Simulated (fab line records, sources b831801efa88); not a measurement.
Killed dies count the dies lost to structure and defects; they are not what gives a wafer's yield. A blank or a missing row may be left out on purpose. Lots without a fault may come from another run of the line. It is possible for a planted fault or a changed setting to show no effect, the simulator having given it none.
Matching of chambers || flow sky130 || 4 sister chambers for SKY_FIELD_ISO_CMP_27 on cmp-01
The step polishes, stops on Si3N4, t overpolish 16 s, target thk 457.8 nm. 7 wafers are shown with their chamber, then 6 later ones without.

WAFERS WITH THEIR CHAMBER
{"wafer": "L757.1", "chamber": 1, "motor-current-A (A)": 11.2, "time-to-endpoint-s (s)": 118}
{"wafer": "L760.1", "chamber": 3, "motor-current-A (A)": 12.4, "time-to-endpoint-s (s)": 117}
{"wafer": "L760.5", "chamber": 2, "motor-current-A (A)": 13.0, "time-to-endpoint-s (s)": 114}
{"wafer": "L761.3", "chamber": 2, "motor-current-A (A)": 13.4, "time-to-endpoint-s (s)": 117}
{"wafer": "L761.6", "chamber": 0, "motor-current-A (A)": 9.7, "time-to-endpoint-s (s)": 113}
{"wafer": "L763.2", "chamber": 0, "motor-current-A (A)": 10.3, "time-to-endpoint-s (s)": 111}
{"wafer": "L763.5", "chamber": 3, "motor-current-A (A)": 12.4, "time-to-endpoint-s (s)": 116}

WAFERS WITHOUT THEIR CHAMBER
{"wafer": "L763.6", "motor-current-A (A)": 13.1, "time-to-endpoint-s (s)": 116}
{"wafer": "L767.2", "motor-current-A (A)": 12.0, "time-to-endpoint-s (s)": 119}
{"wafer": "L767.6", "motor-current-A (A)": 10.1, "time-to-endpoint-s (s)": 106}
{"wafer": "L777.1", "motor-current-A (A)": 12.3, "time-to-endpoint-s (s)": 119}
{"wafer": "L777.3", "motor-current-A (A)": 12.8, "time-to-endpoint-s (s)": 116}
{"wafer": "L777.6", "motor-current-A (A)": 10.5, "time-to-endpoint-s (s)": 107}

WHICH CHAMBER EACH WENT THROUGH
{"wafer": "L763.6", "from the rows above": "can't be placed: 2 or 3", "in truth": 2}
{"wafer": "L767.2", "from the rows above": "can't be placed: 3 or 1", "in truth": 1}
{"wafer": "L767.6", "from the rows above": 0, "in truth": 0}
{"wafer": "L777.1", "from the rows above": 3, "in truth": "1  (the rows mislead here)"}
{"wafer": "L777.3", "from the rows above": "can't be placed: 2 or 3", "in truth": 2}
{"wafer": "L777.6", "from the rows above": 0, "in truth": 0}
2 of 6 placed correctly. Can't be placed from these rows: 3 (the true chamber is among the candidates in 3). Wrongly placed: 1.
How it was worked out, from the rows above alone: a wafer's distance from a chamber is the root of the sum, over the readings, of the square of ((its reading less the chamber's mean) divided by the reading's scatter). The wafer belongs to the nearest chamber; if the next one is less than 2 further off, it can't be placed. For every chamber, the mean is computed from those of its wafers that are shown. How the scatter is found: for the shown wafers, subtract from each reading the mean of its chamber, square and add these, divide the total by (wafers less chambers), then take the root.
